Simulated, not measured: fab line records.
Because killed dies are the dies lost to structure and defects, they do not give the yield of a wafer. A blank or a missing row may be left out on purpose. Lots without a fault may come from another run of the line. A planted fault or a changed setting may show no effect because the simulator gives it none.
What tool caused it? :: flow gf180mcu :: 12 lots with 36 wafers sampled at 5 steps, on a route of 602 steps

## WHAT EACH GAUGE READ, for each wafer
GF_M3_CD_MEAS_14 targets a cd of 280 nm.
lot: L816
measured: day 22 02:08
on: cdSem-01
cdNm (nm): 279.0 279.2 278.6

lot: L815
measured: day 22 05:08
on: cdSem-01
cdNm (nm): 278.7 280.6 280.2

lot: L822
measured: day 23 03:26
on: cdSem-02
cdNm (nm): 282.5 281.8 282.3

lot: L823
measured: day 23 06:02
on: cdSem-02
cdNm (nm): 279.3 280.6 280.0

lot: L824
measured: day 23 20:08
on: cdSem-02
cdNm (nm): 280.0 281.3 279.3

lot: L826
measured: day 24 08:20
on: cdSem-02
cdNm (nm): 278.7 279.6 278.9

lot: L827
measured: day 24 15:36
on: cdSem-02
cdNm (nm): 278.4 278.4 277.8

lot: L828
measured: day 25 01:47
on: cdSem-02
cdNm (nm): 276.4 279.8 276.3

lot: L834
measured: day 27 03:05
on: cdSem-02
cdNm (nm): 279.9 279.3 279.5

lot: L835
measured: day 27 15:02
on: cdSem-02
cdNm (nm): 281.5 279.8 280.2

lot: L836
measured: day 27 20:42
on: cdSem-02
cdNm (nm): 280.5 281.0 279.4

lot: L838
measured: day 28 11:13
on: cdSem-01
cdNm (nm): 282.6 282.2 283.0

GF_M4_RS_MEAS_05: a four-point-probe measurement.
lot: L816
measured: day 23 03:27
on: filmMetro-03
M4_ALCU_RS (ohm/sq): 0.0711 0.0722 0.0713

lot: L815
measured: day 23 07:19
on: filmMetro-04
M4_ALCU_RS (ohm/sq): 0.0703 0.0700 0.0700

lot: L822
measured: day 24 04:49
on: filmMetro-02
M4_ALCU_RS (ohm/sq): 0.0704 0.0700 0.0715

lot: L823
measured: day 24 07:53
on: filmMetro-04
M4_ALCU_RS (ohm/sq): 0.0705 0.0686 0.0689

lot: L824
measured: day 24 22:15
on: filmMetro-04
M4_ALCU_RS (ohm/sq): 0.0705 0.0714 0.0704

lot: L826
measured: day 25 09:13
on: filmMetro-04
M4_ALCU_RS (ohm/sq): 0.0695 0.0699 0.0698

lot: L827
measured: day 25 17:08
on: filmMetro-02
M4_ALCU_RS (ohm/sq): 0.0699 0.0703 0.0701

lot: L828
measured: day 26 02:25
on: filmMetro-04
M4_ALCU_RS (ohm/sq): 0.0680 0.0704 0.0684

lot: L834
measured: day 28 04:25
on: filmMetro-04
M4_ALCU_RS (ohm/sq): 0.0710 0.0718 0.0721

lot: L835
measured: day 28 15:56
on: filmMetro-04
M4_ALCU_RS (ohm/sq): 0.0697 0.0709 0.0709

lot: L836
measured: day 28 21:14
on: filmMetro-02
M4_ALCU_RS (ohm/sq): 0.0704 0.0705 0.0703

lot: L838
measured: day 29 12:08
on: filmMetro-03
M4_ALCU_RS (ohm/sq): 0.0703 0.0707 0.0700

## TOOL THAT RAN EACH LOT (tool first, then ch and the chambers of the sampled wafers, then the start)
lot: L816
GF_V1_STRIP_18: plasmaAsher-01 ch 0,1, day 18 23:31
GF_M3_PEB_12: lithoTrack-04 ch 0, day 22 01:47
GF_V3_ETCH_17: rieDiel-04 ch 1,3, day 23 03:27 or earlier

lot: L815
GF_V1_STRIP_18: plasmaAsher-01 ch 1, day 19 02:37
GF_M3_PEB_12: lithoTrack-03 ch 0, day 22 04:47
GF_V3_ETCH_17: rieDiel-04 ch 1,2,3, day 23 07:19 or earlier

lot: L822
GF_V1_STRIP_18: plasmaAsher-03 ch 0,1, day 20 03:28
GF_M3_PEB_12: lithoTrack-01 ch 0, day 23 03:05
GF_V3_ETCH_17: rieDiel-02 ch 0,3, day 24 04:49 or earlier

lot: L823
GF_V1_STRIP_18: plasmaAsher-03 ch 0,1, day 20 06:46
GF_M3_PEB_12: lithoTrack-01 ch 0, day 23 05:41
GF_V3_ETCH_17: rieDiel-04 ch 0,2,3, day 24 07:53 or earlier

lot: L824
GF_V1_STRIP_18: plasmaAsher-01 ch 1, day 20 20:34
GF_M3_PEB_12: lithoTrack-01 ch 0, day 23 19:47
GF_V3_ETCH_17: rieDiel-03 ch 2,3, day 24 22:15 or earlier

lot: L826
GF_V1_STRIP_18: plasmaAsher-01 ch 1, day 21 08:58
GF_M3_PEB_12: lithoTrack-03 ch 0, day 24 07:59
GF_V3_ETCH_17: rieDiel-04 ch 1,2,3, day 25 09:13 or earlier

lot: L827
GF_V1_STRIP_18: plasmaAsher-01 ch 0,1, day 21 15:24
GF_M3_PEB_12: lithoTrack-04 ch 0, day 24 15:17
GF_V3_ETCH_17: rieDiel-02 ch 0,2,3, day 25 17:08 or earlier

lot: L828
GF_V1_STRIP_18: plasmaAsher-01 ch 0, day 22 02:46
GF_M3_PEB_12: lithoTrack-01 ch 0, day 25 01:26
GF_V3_ETCH_17: rieDiel-02 ch 1,2, day 26 02:25 or earlier

lot: L834
GF_V1_STRIP_18: plasmaAsher-02 ch 1, day 24 05:16
GF_M3_PEB_12: lithoTrack-04 ch 0, day 27 02:44
GF_V3_ETCH_17: rieDiel-03 ch 1,2,3, day 28 04:25 or earlier

lot: L835
GF_V1_STRIP_18: plasmaAsher-01 ch 0,1, day 24 16:52
GF_M3_PEB_12: lithoTrack-04 ch 0, day 27 14:41
GF_V3_ETCH_17: rieDiel-03 ch 0,1, day 28 15:56 or earlier

lot: L836
GF_V1_STRIP_18: plasmaAsher-03 ch 0,1, day 24 22:22
GF_M3_PEB_12: lithoTrack-01 ch 0, day 27 20:22
GF_V3_ETCH_17: rieDiel-02 ch 0,1,3, day 28 21:14 or earlier

lot: L838
GF_V1_STRIP_18: plasmaAsher-02 ch 0,1, day 25 13:30
GF_M3_PEB_12: lithoTrack-01 ch 0, day 28 10:54
GF_V3_ETCH_17: rieDiel-04 ch 1,2, day 29 12:08 or earlier
- GF_V1_STRIP_18: strips in O2/N2.
- GF_M3_PEB_12: peb time 90 s.
- GF_V3_ETCH_17: etches SiO2 in C4F8/O2/Ar, stops on TiN, target depth 635 nm.

## WHAT THE TOOLS THEMSELVES READ (means of the sampled wafers that have a number; where no wafer has one, the mark that the record gives instead)
GF_V1_STRIP_18.
lot: L816
tool: plasmaAsher-01
drypumpMotorCurrentA (A): 5.0
heaterPowerW (W): 296
oesProductAu (a.u.): 0.596

lot: L815
tool: plasmaAsher-01
drypumpMotorCurrentA (A): 5.0
heaterPowerW (W): 291
oesProductAu (a.u.): 0.595

lot: L822
tool: plasmaAsher-03
drypumpMotorCurrentA (A): 6.0
heaterPowerW (W): 339
oesProductAu (a.u.): 0.591

lot: L823
tool: plasmaAsher-03
drypumpMotorCurrentA (A): 6.0
heaterPowerW (W): 352
oesProductAu (a.u.): 0.595

lot: L824
tool: plasmaAsher-01
drypumpMotorCurrentA (A): 5.0
heaterPowerW (W): 293
oesProductAu (a.u.): 0.589

lot: L826
tool: plasmaAsher-01
drypumpMotorCurrentA (A): 4.9
heaterPowerW (W): 291
oesProductAu (a.u.): 0.596

lot: L827
tool: plasmaAsher-01
drypumpMotorCurrentA (A): 5.1
heaterPowerW (W): 309
oesProductAu (a.u.): 0.591

lot: L828
tool: plasmaAsher-01
drypumpMotorCurrentA (A): 5.2
heaterPowerW (W): 315
oesProductAu (a.u.): 0.593

lot: L834
tool: plasmaAsher-02
drypumpMotorCurrentA (A): 6.0
heaterPowerW (W): 325
oesProductAu (a.u.): 0.588

lot: L835
tool: plasmaAsher-01
drypumpMotorCurrentA (A): 5.1
heaterPowerW (W): 310
oesProductAu (a.u.): 0.590

lot: L836
tool: plasmaAsher-03
drypumpMotorCurrentA (A): 6.1
heaterPowerW (W): 343
oesProductAu (a.u.): 0.594

lot: L838
tool: plasmaAsher-02
drypumpMotorCurrentA (A): 6.2
heaterPowerW (W): 390
oesProductAu (a.u.): 0.593

GF_V3_ETCH_17.
lot: L816
tool: rieDiel-04
oesProductAu (a.u.): 0.857

lot: L815
tool: rieDiel-04
oesProductAu (a.u.): 0.852

lot: L822
tool: rieDiel-02
oesProductAu (a.u.): 0.859

lot: L823
tool: rieDiel-04
oesProductAu (a.u.): 0.855

lot: L824
tool: rieDiel-03
oesProductAu (a.u.): 0.855

lot: L826
tool: rieDiel-04
oesProductAu (a.u.): 0.853

lot: L827
tool: rieDiel-02
oesProductAu (a.u.): 0.855

lot: L828
tool: rieDiel-02
oesProductAu (a.u.): 0.854

lot: L834
tool: rieDiel-03
oesProductAu (a.u.): 0.856

lot: L835
tool: rieDiel-03
oesProductAu (a.u.): 0.857

lot: L836
tool: rieDiel-02
oesProductAu (a.u.): 0.857

lot: L838
tool: rieDiel-04
oesProductAu (a.u.): 0.854

## THE ANSWER, worked out from the rows above alone
Rule: the usual values come from the lots themselves. The widest of any qualifying gaps counts: lots, ordered by their means at a reading, are off when they make up no more than a third of the lots, leave a main group of 4 or more, and stand apart from it by 3 or more times the standard deviation of that group's means. A main group whose means are all the same, to the digits that the tables above print for the reading, isn't used. Also off: a lot with no number at a reading for which 4 or more lots have one. The other lots that the step has rows for count as sound. First the gauges in route order, then the tools' own readings, where a lot's mean is used as printed above. The first step at which some lot is off is used, and at that step the reading that is off furthest; a lot without a number counts as furthest.
Nothing can be told from this: no lot is off at any reading shown.

## WHAT WAS PUT IN BY THE SIMULATOR
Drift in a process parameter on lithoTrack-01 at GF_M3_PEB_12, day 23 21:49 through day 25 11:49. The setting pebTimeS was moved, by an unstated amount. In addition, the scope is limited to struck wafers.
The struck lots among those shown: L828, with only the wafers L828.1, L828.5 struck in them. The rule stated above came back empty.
